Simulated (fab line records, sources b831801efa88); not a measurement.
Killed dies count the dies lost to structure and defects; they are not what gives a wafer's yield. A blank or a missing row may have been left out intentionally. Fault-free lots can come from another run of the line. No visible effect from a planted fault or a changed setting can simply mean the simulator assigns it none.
Which tool is to blame? ; flow gf180mcu ; 14 lots with 42 wafers sampled at 5 steps, on a route of 602 steps

== WHAT THE GAUGES READ, wafer by wafer ==
GF_MVSD_TW_MEAS_11.
lot;measured;on;MVSD_TW
L127;day 4 16:50;film-metro-03;1581 1581 1577
L128;day 4 21:02;film-metro-01;1589 1586 1592
L132;day 5 21:02;film-metro-03;1574 1558 1571
L133;day 6 04:03;film-metro-03;1571 1575 1576
L134;day 6 08:07;film-metro-02;1566 1562 1570
L135;day 6 13:00;film-metro-02;1568 1569 1562
L136;day 6 22:19;film-metro-02;1560 1566 1558
L137;day 7 02:30;film-metro-01;1583 1598 1578
L138;day 7 06:26;film-metro-01;1585 1581 1587
L142;day 8 07:39;film-metro-01;1586 1587 1593
L144;day 8 17:54;film-metro-01;1591 1579 1588
L145;day 9 01:52;film-metro-03;1554 1564 1564
L148;day 9 17:56;film-metro-01;1580 1581 1580
L149;day 10 00:08;film-metro-02;1561 1559 1569

GF_VT_IMPLANT_TW_MEAS_32.
lot;measured;on;VT_IMPLANT_3_TW
L127;day 7 04:02;film-metro-01;268.3 269.3 270.4
L128;day 7 07:47;film-metro-04;266.7 266.8 266.3
L132;day 8 13:03;film-metro-04;265.1 265.0 267.2
L133;day 8 19:38;film-metro-04;267.2 266.3 266.0
L134;day 9 00:29;film-metro-04;265.2 266.2 265.1
L135;day 9 06:33;film-metro-03;326.3 327.2 327.0
L136;day 9 15:15;film-metro-04;327.3 327.4 328.3
L137;day 9 19:57;film-metro-04;266.3 267.2 265.9
L138;day 10 00:39;film-metro-04;264.5 265.8 265.3
L142;day 11 02:46;film-metro-04;265.1 268.5 267.1
L144;day 11 14:38;film-metro-04;328.3 329.8 328.9
L145;day 11 21:59;film-metro-01;268.7 270.4 270.1
L148;day 12 15:14;film-metro-04;267.7 267.9 267.5
L149;day 12 22:46;film-metro-01;268.0 270.4 270.6

GF_VT_IMPLANT_RS_MEAS_46: a four-point-probe measurement.
lot;measured;on;MVSD_RS (ohm/sq)
L127;day 7 19:51;film-metro-01;455.5 456.2 456.2
L128;day 7 23:47;film-metro-02;457.6 458.0 457.1
L132;day 9 06:05;film-metro-02;458.3 459.0 458.3
L133;day 9 12:40;film-metro-01;455.5 454.1 456.2
L134;day 9 17:01;film-metro-02;457.8 457.7 457.5
L135;day 9 22:33;film-metro-02;456.6 455.4 457.7
L136;day 10 08:07;film-metro-01;457.0 455.0 455.3
L137;day 10 13:07;film-metro-02;456.6 455.4 457.3
L138;day 10 18:05;film-metro-02;456.0 454.8 457.7
L142;day 11 20:20;film-metro-01;453.5 452.9 452.8
L144;day 12 07:10;film-metro-01;456.8 457.5 457.4
L145;day 12 15:14;film-metro-01;456.9 456.8 458.2
L148;day 13 11:16;film-metro-01;457.2 456.4 456.0
L149;day 13 19:01;film-metro-02;456.1 457.1 456.2

== WHICH TOOL RAN EACH LOT (tool, then ch and the chambers of the sampled wafers, then the start) ==
lot;GF_LVPWELL_STRIP_10;GF_VT_IMPLANT_IMPLANT_30
L127;plasma-asher-03 ch 0,1, day 4 03:15;implanter-02 ch 0, day 7 03:47
L128;plasma-asher-03 ch 0,1, day 4 06:47;implanter-01 ch 0, day 7 07:32
L132;plasma-asher-03 ch 0,1, day 5 05:59;implanter-01 ch 0, day 8 12:48
L133;plasma-asher-03 ch 0,1, day 5 12:56;implanter-01 ch 0, day 8 19:23
L134;plasma-asher-03 ch 0,1, day 5 17:27;implanter-03 ch 0, day 9 00:16
L135;plasma-asher-03 ch 0,1, day 5 21:45;implanter-01 ch 0, day 9 05:56
L136;plasma-asher-03 ch 0,1, day 6 06:59;implanter-03 ch 0, day 9 14:41
L137;plasma-asher-02 ch 0,1, day 6 11:08;implanter-02 ch 0, day 9 19:42
L138;plasma-asher-02 ch 0,1, day 6 15:04;implanter-01 ch 0, day 10 00:26
L142;plasma-asher-02 ch 0,1, day 7 14:37;implanter-01 ch 0, day 11 02:33
L144;plasma-asher-04 ch 0,1, day 8 01:46;implanter-01 ch 0, day 11 14:07
L145;plasma-asher-02 ch 1, day 8 08:50;implanter-03 ch 0, day 11 21:46
L148;plasma-asher-02 ch 0,1, day 9 01:37;implanter-01 ch 0, day 12 14:59
L149;plasma-asher-04 ch 0,1, day 9 07:00;implanter-01 ch 0, day 12 22:31
- GF_LVPWELL_STRIP_10: strips in O2/N2.
- GF_VT_IMPLANT_IMPLANT_30

== WHAT THE TOOLS THEMSELVES READ (means of the sampled wafers that have a number; where no wafer has one, the mark that the record gives instead) ==
GF_LVPWELL_STRIP_10.
lot;tool;drypump-motor-current-A (A);heater-power-w (W);n2-flow-sccm (sccm);oes-product-au (a.u.);strip-time-to-endpoint-s (s)
L127;plasma-asher-03;6.03;345;299.5;0.721;37.09
L128;plasma-asher-03;6.04;325;299.8;0.723;37.10
L132;plasma-asher-03;6.02;332;298.6;0.723;37.05
L133;plasma-asher-03;6.02;329;299.3;0.722;37.10
L134;plasma-asher-03;6.02;335;300.1;0.727;37.17
L135;plasma-asher-03;6.03;333;300.4;0.722;36.90
L136;plasma-asher-03;6.00;340;300.4;0.726;36.95
L137;plasma-asher-02;5.91;317;300.0;0.721;36.99
L138;plasma-asher-02;5.93;318;299.1;0.718;36.90
L142;plasma-asher-02;5.90;319;300.0;0.721;37.09
L144;plasma-asher-04;5.79;349;299.7;0.726;36.79
L145;plasma-asher-02;5.91;284;301.7;0.725;36.92
L148;plasma-asher-02;5.92;310;298.7;0.725;36.75
L149;plasma-asher-04;5.71;342;299.9;0.723;37.05

== THE ANSWER, worked out from the rows above alone ==
Rule: the usual values come from the lots themselves. Put in order of their means at a reading, lots are off if they are a third of the lots or fewer, leave a main group of 4 or more, and stand apart from it by a gap of 3 or more times the standard deviation of the main group's means; of several such gaps the widest counts. Not used: any main group whose means are identical at the precision the tables above print for the reading. A lot without any number at a reading at which 4 lots or more have one is off too. Any other lot the step has rows for is counted as sound. First the gauges in route order, then the tools' own readings, where a lot's mean is used as printed above. At the first step where some lot is off, the reading lying furthest off is the one used; lots without a number count as furthest.
Off: L135, L136, L144, at GF_VT_IMPLANT_TW_MEAS_32 (VT_IMPLANT_3_TW). Mean 267.2 and standard deviation 1.6 in the main group.
A tool fits if, at a process step before that reading, it ran every lot that is off, and no sound lot after the first of them. Gauges at GF_VT_IMPLANT_TW_MEAS_32: tried the same way as those tools. Of those tried, none fits.

== WHAT WAS PUT IN BY THE SIMULATOR ==
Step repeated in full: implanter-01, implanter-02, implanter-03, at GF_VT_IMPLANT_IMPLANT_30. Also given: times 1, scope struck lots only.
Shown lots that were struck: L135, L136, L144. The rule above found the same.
